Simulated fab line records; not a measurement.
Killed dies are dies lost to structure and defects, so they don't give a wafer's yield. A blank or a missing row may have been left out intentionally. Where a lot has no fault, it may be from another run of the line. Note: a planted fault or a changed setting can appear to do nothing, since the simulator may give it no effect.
Chamber matching || flow gf180mcu || GF_MIM_CVD_05 on pecvd-03 has 3 sister chambers
The step deposits Si3N4, target thk 42 nm, time 29.086 s. 16 wafers are shown with their chamber, then 8 later ones without.

## EACH WAFER AND ITS CHAMBER
{"wafer": "L076.2", "chamber": 1, "heaterPowerW (W)": 758}
{"wafer": "L076.3", "chamber": 2, "heaterPowerW (W)": 692}
{"wafer": "L076.5", "chamber": 1, "heaterPowerW (W)": 769}
{"wafer": "L077.1", "chamber": 1, "heaterPowerW (W)": 764}
{"wafer": "L077.3", "chamber": 2, "heaterPowerW (W)": 747}
{"wafer": "L077.5", "chamber": 1, "heaterPowerW (W)": 745}
{"wafer": "L078.3", "chamber": 0, "heaterPowerW (W)": 854}
{"wafer": "L078.5", "chamber": 1, "heaterPowerW (W)": 711}
{"wafer": "L078.6", "chamber": 0, "heaterPowerW (W)": 881}
{"wafer": "L079.2", "chamber": 2, "heaterPowerW (W)": 757}
{"wafer": "L079.4", "chamber": 0, "heaterPowerW (W)": 854}
{"wafer": "L079.6", "chamber": 2, "heaterPowerW (W)": 759}
{"wafer": "L081.2", "chamber": 2, "heaterPowerW (W)": 759}
{"wafer": "L081.3", "chamber": 0, "heaterPowerW (W)": 769}
{"wafer": "L081.6", "chamber": 0, "heaterPowerW (W)": 799}
{"wafer": "L087.2", "chamber": 2, "heaterPowerW (W)": 727}

SIGNATURES, as means of the wafers listed above
{"reading": "heaterPowerW", "chamber 0": 831.40, "chamber 1": 749.40, "chamber 2": 740.17, "scatter within a chamber": 33}
Rule: a wafer's distance from a chamber is the root of the sum, over the readings, of the square of ((its reading less the chamber's mean) divided by the reading's scatter). The wafer belongs to the nearest chamber; if the next one is less than 2 further off, it can't be placed. How the scatter is found: for the shown wafers, subtract from each reading the mean of its chamber, square and add these, divide the total by (wafers less chambers), then take the root.

## WAFERS WITHOUT THEIR CHAMBER
{"wafer": "L087.5", "heaterPowerW (W)": 740}
{"wafer": "L087.6", "heaterPowerW (W)": 786}
{"wafer": "L092.2", "heaterPowerW (W)": 640}
{"wafer": "L092.4", "heaterPowerW (W)": 891}
{"wafer": "L092.6", "heaterPowerW (W)": 762}
{"wafer": "L095.1", "heaterPowerW (W)": 867}
{"wafer": "L095.3", "heaterPowerW (W)": 745}
{"wafer": "L095.6", "heaterPowerW (W)": 762}

## WHICH CHAMBER EACH WENT THROUGH
{"wafer": "L087.5", "from the rows above": "can't be placed: 2 or 1", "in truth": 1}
{"wafer": "L087.6", "from the rows above": "can't be placed: 1 or 0 or 2", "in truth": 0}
{"wafer": "L092.2", "from the rows above": "can't be placed: 2 or 1", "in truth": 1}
{"wafer": "L092.4", "from the rows above": 0, "in truth": 0}
{"wafer": "L092.6", "from the rows above": "can't be placed: 1 or 2 or 0", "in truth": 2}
{"wafer": "L095.1", "from the rows above": 0, "in truth": 0}
{"wafer": "L095.3", "from the rows above": "can't be placed: 1 or 2", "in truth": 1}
{"wafer": "L095.6", "from the rows above": "can't be placed: 1 or 2 or 0", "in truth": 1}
Placed correctly: 2 of 8. Cannot be placed on the basis of these rows: 6; the candidates contain the true chamber in 6. Number placed wrongly: 0.
